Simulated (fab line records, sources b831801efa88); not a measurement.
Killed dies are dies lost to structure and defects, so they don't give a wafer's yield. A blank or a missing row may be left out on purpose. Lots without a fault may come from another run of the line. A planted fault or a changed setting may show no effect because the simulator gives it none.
One fault seen from 2 desks | flow sky130 | each desk has only its own numbers; what lay behind them comes last

THE METROLOGY DESK
What the gauges read, lot by lot, whatever tool the lot ran on: means of the sampled wafers that have a number. A lot is out of limits, marked OUT, if its mean lies more than 4 standard deviations from the usual mean; the brackets give that distance.
Columns: A = cd_nm at SKY_FIELD_ISO_CD_MEAS_13, usual 150.0 nm; B = GATE_OXIDE_OXIDATION_00_THK at SKY_GATE_OXIDE_THK_MEAS_02, usual 10.39 nm; C = LI_CONTACT_W_THK at SKY_LI_CONTACT_THK_MEAS_23, usual 409 nm
lot  | first seen here | A     | B               | C
L399 | day 2 15:16     | 147.9 | 10.29           | 408
L400 | day 2 21:51     | 149.6 | 10.49           | 416
L401 | day 3 01:52     | 150.6 | 10.73           | 408
L403 | day 3 12:10     | 149.3 | 10.66           | 403
L405 | day 3 21:17     | 151.2 | 10.60           | 407
L406 | day 4 03:31     | 150.6 | 10.54           | 419
L407 | day 4 08:40     | 150.9 | 8.95 (-6.0) OUT | 412
L408 | day 4 14:11     | 149.7 | 10.43           | 413
L409 | day 4 20:52     | 149.5 | 8.77 (-6.7) OUT | 410
L417 | day 6 12:01     | 149.7 | 9.86            | 408
L418 | day 6 18:43     | 151.0 | 10.51           | 401
L419 | day 7 00:55     | 149.9 | 10.39           | 410
This desk's finding: out of limits on L407, L409; first on L407, day 16 03:11 (GATE_OXIDE_OXIDATION_00_THK at SKY_GATE_OXIDE_THK_MEAS_02). In limits: L399, L400, L401, L403, L405, L406, L408, L417, L418, L419.

THE TOOL OWNER'S DESK: furnace-01
The tool's own readings at SKY_GATE_OXIDE_OXIDATION_01 (stabilise 600 s, purge 300 s, target thk 10.268 nm): means of the sampled wafers that have a number, for each lot that ran on this tool. A lot is out of limits, marked OUT, if its mean lies more than 4 standard deviations from the usual mean; the brackets give that distance.
Columns: A = spike_tc_bottom_C at SKY_GATE_OXIDE_OXIDATION_01, usual 918 C; B = spike_tc_centre_C at SKY_GATE_OXIDE_OXIDATION_01, usual 900.2 C; C = spike_tc_lower_C at SKY_GATE_OXIDE_OXIDATION_01, usual 900.9 C; D = spike_tc_top_C at SKY_GATE_OXIDE_OXIDATION_01, usual 913.4 C; E = spike_tc_upper_C at SKY_GATE_OXIDE_OXIDATION_01, usual 901.0 C; F = zone_power_bottom_pct at SKY_GATE_OXIDE_OXIDATION_01, usual 26.9 %
lot  | first seen here | A   | B               | C               | D               | E               | F
L399 | day 13 12:31    | 922 | 900.8           | 900.7           | 914.5           | 900.8           | 28.3
L400 | day 13 16:26    | 921 | 901.1           | 900.6           | 914.6           | 901.0           | 28.5
L401 | day 13 22:13    | 923 | 900.7           | 900.3           | 914.3           | 901.8           | 28.6
L403 | day 14 22:02    | 922 | 900.6           | 900.5           | 914.2           | 901.3           | 28.2
L405 | day 15 11:37    | 922 | 902.0           | 900.5           | 914.1           | 901.7           | 28.2
L406 | day 15 19:16    | 922 | 900.5           | 900.2           | 913.4           | 901.2           | 28.4
L407 | day 16 01:46    | 909 | 885.0 (-11) OUT | 885.1 (-16) OUT | 897.9 (-13) OUT | 886.2 (-13) OUT | 27.4
L409 | day 16 22:14    | 908 | 885.8 (-10) OUT | 885.9 (-15) OUT | 897.8 (-13) OUT | 885.1 (-14) OUT | 27.3
L418 | day 20 04:58    | 921 | 900.8           | 900.3           | 913.9           | 901.4           | 28.1
L419 | day 20 13:50    | 921 | 901.7           | 900.6           | 913.1           | 900.9           | 28.5
This desk's finding: out of limits on L407, L409; first on L407, day 16 01:46 (spike_tc_centre_C at SKY_GATE_OXIDE_OXIDATION_01). In limits: L399, L400, L401, L403, L405, L406, L418, L419.

PUT TOGETHER
The tool owner's desk could have raised an alarm at day 16 01:46, on L407, L409.
The metrology desk could have raised an alarm at day 16 03:11, on L407, L409.
Of the lots named, all ran SKY_GATE_OXIDE_OXIDATION_01 on furnace-01.

WHAT THE SIMULATOR HAD PUT IN
Process parameter drift: furnace-01, from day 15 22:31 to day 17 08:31, at SKY_GATE_OXIDE_OXIDATION_01. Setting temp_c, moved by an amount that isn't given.
Lots struck among those shown: L407, L409.
Hours from the fault's start to each desk's first reading out of limits: the tool owner's desk, 3; the metrology desk, 5.
